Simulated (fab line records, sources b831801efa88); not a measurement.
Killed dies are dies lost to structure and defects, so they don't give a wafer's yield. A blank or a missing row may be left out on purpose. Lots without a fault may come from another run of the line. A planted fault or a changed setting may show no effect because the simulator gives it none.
A struck lot beside a sound one | flow sfq_line | 42 steps out of a route of 325
Sound: wafers L705.3, L705.4, L705.5. Struck: wafers L713.1, L713.2, L713.5. The cause comes at the end.
At each step with rows: each side's tool, then ch and its chambers, then its first start. Under that, the readings that differ: sound wafers | struck wafers | difference of the means | sigmas: that difference in standard deviations of wafers without a fault.
alike: readings whose means differ by less than 2 such deviations, and words and numbers that are the same on both sides. not compared: withheld readings, readings that some wafer has no value for, bounds like >300 that may hide the same value, and numbers for which the record gives no deviation and whose values overlap.
The two part at a step that has a row with sigmas, a row that says differs or no value, or rows on one side only. Numbers that don't overlap but have no deviation are shown without sigmas and don't part them. A reading that every wafer of one side lacks parts them only if that side has two wafers or more.

first, 6 steps without rows for these wafers: SFQ_TRILAYER_L0_VIA_LITHO_COAT_018 (resist thk 62 nm); SFQ_TRILAYER_L0_VIA_LITHO_COAT_013 (resist thk 650 nm); SFQ_TRILAYER_L0_VIA_LITHO_SOFTBAKE_017; SFQ_TRILAYER_L0_VIA_LITHO_EXPOSE_014 (exposes mask L0V, target cd 700 nm); SFQ_TRILAYER_L0_VIA_LITHO_PEB_016 (peb time 60 s); SFQ_TRILAYER_L0_VIA_LITHO_DEVELOP_015 (time 60 s).
SFQ_L0V_OVL_MEAS_903:
  sound on overlay-01, day 10 21:39; struck on overlay-02, day 13 04:58
  alike: L0V_OVL
SFQ_TRILAYER_L0_VIA_BARC_OPEN_VIA_ETCH_021: etches BARC in O2, target depth 125 nm, time 41.7 s.
  sound on rie_diel-01 ch 1,2,3, day 10 21:40; struck on rie_diel-01 ch 0,2,3, day 13 05:00
  alike: drypump_motor_current_A, oes_product_au
  not compared: rf_hours_counter_h
then, 1 step without rows for these wafers: SFQ_TRILAYER_L0_VIA_ETCH_VIA_ETCH_016 (etches SiO2 in CHF3, stops on MoNx KI, target depth 80 nm).
SFQ_TRILAYER_L0_VIA_STRIP_STRIP_017: strips in O2.
  sound on rie_metal-01 ch 0,1, day 10 21:58; struck on rie_metal-02 ch 0,1, day 13 05:05
  reading               | sound             | struck            | difference | sigmas
  oes_product_au (a.u.) | 0.981 0.987 0.999 | 0.997 1.024 1.001 | +0.018     | +2
  alike: drypump_motor_current_A
  not compared: rf_hours_counter_h
then, 2 steps without rows for these wafers: SFQ_TRILAYER_L0_VIA_STRIP_SOLV_CLEAN_018 (cleans in NMP, time 600 s); SFQ_TRILAYER_M0_DEP_PRE_CLEAN_020 (time 15 s).
SFQ_TRILAYER_M0_DEP_SPUTTER_019: material Nb, target thk 200 nm, time 133.3 s.
  sound on pvd_sputter-05, day 10 22:44; struck on pvd_sputter-04, day 13 05:53
  reading                                             | sound             | struck            | difference | sigmas
  model.Nb_of_TRILAYER_M0_DEP_SPUTTER_019.thk_nm (nm) | 197.9 195.9 195.8 | 147.8 147.1 148.5 | -48.7      |
  alike: substrate_temp_c, throttle_valve_pct
SFQ_M0_RS_MEAS_904: measures by four-point-probe.
  sound on film_metro-04, day 10 22:52; struck on film_metro-03, day 13 05:59
  reading           | sound             | struck            | difference | sigmas
  M0_NB_RS (ohm/sq) | 0.900 0.908 0.910 | 1.207 1.213 1.201 | +0.301     | +39
then, 6 steps without rows for these wafers: SFQ_TRILAYER_M0_LITHO_COAT_026 (resist thk 62 nm); SFQ_TRILAYER_M0_LITHO_COAT_021 (resist thk 600 nm); SFQ_TRILAYER_M0_LITHO_SOFTBAKE_025; SFQ_TRILAYER_M0_LITHO_EXPOSE_022 (exposes mask M0, target cd 500 nm); SFQ_TRILAYER_M0_LITHO_PEB_024 (peb time 60 s); SFQ_TRILAYER_M0_LITHO_DEVELOP_023 (time 60 s).
-- the record jumps here: 5 days lie between the struck wafers' starts before and after --
SFQ_M0_OVL_MEAS_906:
  sound on overlay-01, day 15 03:54; struck on overlay-01, day 18 15:37
  alike: M0_OVL
SFQ_TRILAYER_M0_BARC_OPEN_METAL_ETCH_031: etches BARC in O2, target depth 125 nm, time 41.7 s.
  sound on rie_metal-04 ch 0,1, day 15 03:56; struck on rie_metal-04 ch 0, day 18 15:40
  alike: drypump_motor_current_A, oes_product_au
  not compared: rf_hours_counter_h
SFQ_TRILAYER_M0_ETCH_METAL_ETCH_024: etches Nb in Cl2/Ar, stops on SiO2, target depth 240 nm, time 120 s.
  sound on rie_metal-04 ch 0,1, day 15 04:01; struck on rie_metal-04 ch 0, day 18 15:47
  reading               | sound             | struck            | difference | sigmas
  oes_product_au (a.u.) | 0.897 0.880 0.885 | 0.757 0.752 0.765 | -0.129     | -22
  alike: drypump_motor_current_A
  not compared: rf_hours_counter_h
SFQ_TRILAYER_M0_STRIP_STRIP_025: strips in O2.
  sound on rie_metal-04 ch 0,1, day 15 04:19; struck on rie_metal-04 ch 0, day 18 16:02
  alike: drypump_motor_current_A, oes_product_au
  not compared: rf_hours_counter_h
then, 3 steps without rows for these wafers: SFQ_TRILAYER_M0_STRIP_SOLV_CLEAN_026 (cleans in NMP, time 600 s); SFQ_TRILAYER_I0_DEP_PECVD_027 (deposits SiO2 from SiH4/N2O, time 111.11 s, target thk 500 nm); SFQ_TRILAYER_I0_CMP_CMP_028 (polishes SiO2).
SFQ_I0_BOW_MEAS_907:
  sound on film_metro-01, day 15 11:00; struck on film_metro-01, day 18 20:29
  alike: I0_BOW
SFQ_TRILAYER_I0_METRO_MEASURE_029:
  sound on film_metro-01, day 15 11:29; struck on film_metro-01, day 18 20:36
  alike: thk_nm
then, 6 steps without rows for these wafers: SFQ_TRILAYER_I0_VIA_LITHO_COAT_036 (resist thk 62 nm); SFQ_TRILAYER_I0_VIA_LITHO_COAT_031 (resist thk 650 nm); SFQ_TRILAYER_I0_VIA_LITHO_SOFTBAKE_035; SFQ_TRILAYER_I0_VIA_LITHO_EXPOSE_032 (exposes mask I0, target cd 500 nm); SFQ_TRILAYER_I0_VIA_LITHO_PEB_034 (peb time 60 s); SFQ_TRILAYER_I0_VIA_LITHO_DEVELOP_033 (time 60 s).
-- the record jumps here: 6 days lie between the struck wafers' starts before and after --
SFQ_I0_OVL_MEAS_908:
  sound on overlay-02, day 21 14:11; struck on overlay-02, day 25 06:31
  alike: I0_OVL
then, 5 steps without rows for these wafers: SFQ_TRILAYER_I0_VIA_BARC_OPEN_VIA_ETCH_046 (etches BARC in O2, target depth 125 nm, time 41.7 s); SFQ_TRILAYER_I0_VIA_ETCH_VIA_ETCH_034 (etches SiO2 in CHF3, stops on Nb, target depth 260 nm); SFQ_TRILAYER_I0_VIA_STRIP_STRIP_035 (strips in O2); SFQ_TRILAYER_I0_VIA_STRIP_SOLV_CLEAN_036 (cleans in NMP, time 600 s); SFQ_TRILAYER_M1_DEP_PRE_CLEAN_038 (time 22.5 s).
-- the record jumps here: 62 days lie between the struck wafers' starts before and after --
SFQ_M8_BOW_MEAS_951:
  sound on film_metro-02, day 82 15:20; struck on film_metro-02, day 87 12:20
  reading                 | sound                | struck            | difference | sigmas
  model.etest.m0.ohm_um   | 1.791 1.822 1.817    | 2.404 2.421 2.402 | +0.599     |
  model.etest.m0.ohm_sq   | 0.8988 0.9081 0.9087 | 1.204 1.209 1.198 | +0.298     |
  model.etest.i0.link_ohm | 1.975 1.961 1.994    | 2.252 2.271 2.281 | +0.291     |
  alike: M8_BOW

WHERE THEY PART
First at SFQ_TRILAYER_L0_VIA_STRIP_STRIP_017; last, within this record, at SFQ_TRILAYER_M0_ETCH_METAL_ETCH_024. Later steps at which nothing parts them and some readings are alike: SFQ_TRILAYER_M0_STRIP_STRIP_025, SFQ_I0_BOW_MEAS_907, SFQ_TRILAYER_I0_METRO_MEASURE_029, SFQ_I0_OVL_MEAS_908, SFQ_M8_BOW_MEAS_951.

WHY: what the simulator had put in
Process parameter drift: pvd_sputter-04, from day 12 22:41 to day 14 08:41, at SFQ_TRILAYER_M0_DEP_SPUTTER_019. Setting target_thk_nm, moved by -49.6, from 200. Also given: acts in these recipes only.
